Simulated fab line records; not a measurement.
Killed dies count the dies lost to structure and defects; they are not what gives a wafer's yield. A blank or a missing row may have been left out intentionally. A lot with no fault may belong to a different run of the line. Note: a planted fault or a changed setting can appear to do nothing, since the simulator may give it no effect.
Split-lot experiment ; flow sky130 ; on a route of 708 steps: 5 lots, 23 wafers read

== THE SPLIT ITSELF ==
At SKY_LI_CONTACT_CVD_21 (deposits W, target thk 400 nm, time 120.56 s), the setting tempC was moved away from the recipe's 400 C on 8 of the 23 wafers read, by +1.1% to +2.2%. For the rest of the wafers, this setting stayed at what the recipe calls for.

== THE PATH FROM SPLIT TO READING: the file shows 1 step between them ==
- SKY_LI_CONTACT_RS_MEAS_22: measures by four-point-probe

== THE READING ==
LI_CONTACT_W_THK, in nm, at SKY_LI_CONTACT_THK_MEAS_23 (measures by xrf). On this fab line, fault-free wafers typically give 393 nm with a standard deviation of 6 nm.

wafer;tool, chamber at the split;tempC as run, C;against the recipe;LI_CONTACT_W_THK, nm;against lot-mates on the recipe
L074.1;cvdW-02, 1;405.1;+1.3%;431;+34
L074.2;cvdW-02, 0;400;recipe;393;-
L074.3;cvdW-02, 1;400;recipe;400;-
L074.5;cvdW-02, 1;405.1;+1.3%;440;+44
L074.6;cvdW-02, 0;405.1;+1.3%;432;+36
L075.1;cvdW-02, 1;408.7;+2.2%;461;+72
L075.3;cvdW-02, 0;400;recipe;388;-
L075.4;cvdW-02, 1;408.7;+2.2%;457;+68
L075.5;cvdW-02, 0;408.7;+2.2%;455;+66
L075.6;cvdW-02, 1;400;recipe;391;-
L076.1;cvdW-02, 1;400;recipe;384;-
L076.2;cvdW-02, 0;400;recipe;380;-
L076.5;cvdW-02, 1;400;recipe;385;-
L083.1;cvdW-01, 1;400;recipe;384;-
L083.2;cvdW-01, 0;404.4;+1.1%;425;+34
L083.3;cvdW-01, 0;400;recipe;394;-
L083.4;cvdW-01, 1;404.4;+1.1%;423;+32
L083.5;cvdW-01, 1;400;recipe;395;-
L085.1;cvdW-01, 1;400;recipe;404;-
L085.2;cvdW-01, 0;400;recipe;398;-
L085.3;cvdW-01, 1;400;recipe;401;-
L085.4;cvdW-01, 0;400;recipe;406;-
L085.6;cvdW-01, 1;400;recipe;405;-

THE FIT
A straight line over all 23 wafers: LI_CONTACT_W_THK changes by +29.6 nm for each +1% of tempC; r = +0.96; the points scatter about the line by 7.2 nm.
The same after taking each lot's own level away (the mean of its wafers on the recipe; 23 wafers): +30.9 nm for each +1%; r = +0.99; scatter 3.4 nm.
On that fit, the largest move of tempC shifts the reading by 67 nm.
Across the lots, their own levels run from 383.0 to 402.8 nm, a range of 3.3 times the standard deviation given above.
So the lot-to-lot level changes the slope little: the two slopes agree.
Check: with one of the wafers moved furthest among these (+2.2%) left out of the fit, the line predicts +65.8 nm for it against its lot-mates. It came out at +71.5 nm against them.

== OTHER SPLITS ON THESE WAFERS ==
Before the reading, these wafers also passed through other splits. Each is held against what the fit with the lots' levels taken away leaves over:
other split on the same wafers;wafers away from the commonest value;r with LI_CONTACT_W_THK (lot level and that fit taken away)
SKY_SD_P_IMPLANT_09 doseCm2;6;+0.18
SKY_SD_N_DEVELOP_06 developTimeS;7;+0.19
SKY_SD_N_IMPLANT_09 energyKev;9;-0.12
SKY_LI_CONTACT_COAT_07 spinRpm;11;+0.26
SKY_LI_CONTACT_SPUTTER_19 chamberPressurePa;15;-0.08

== THE WHOLE CHAIN: every reading that the file lists as answering this split, in the file's order ==
step;what it does;reading;change (the file's fit);r (the file's)
SKY_LI_CONTACT_CVD_21;deposits W, target thk 400 nm, time 120.56 s;W_of_LI_CONTACT_CVD_21.thkNm (the simulator's own value, which no gauge read);+31.2 nm for each +1% of the setting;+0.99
SKY_LI_CONTACT_RS_MEAS_22;measures by four-point-probe;LI_CONTACT_W_RS;-0.0201 for each +1% of the setting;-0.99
SKY_LI_CONTACT_THK_MEAS_23;measures by xrf;LI_CONTACT_W_THK;+30.9 for each +1% of the setting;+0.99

== FILE'S OWN FIT ==
LI_CONTACT_W_THK changes by +30.9 nm for each +1% of tempC, r = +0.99.
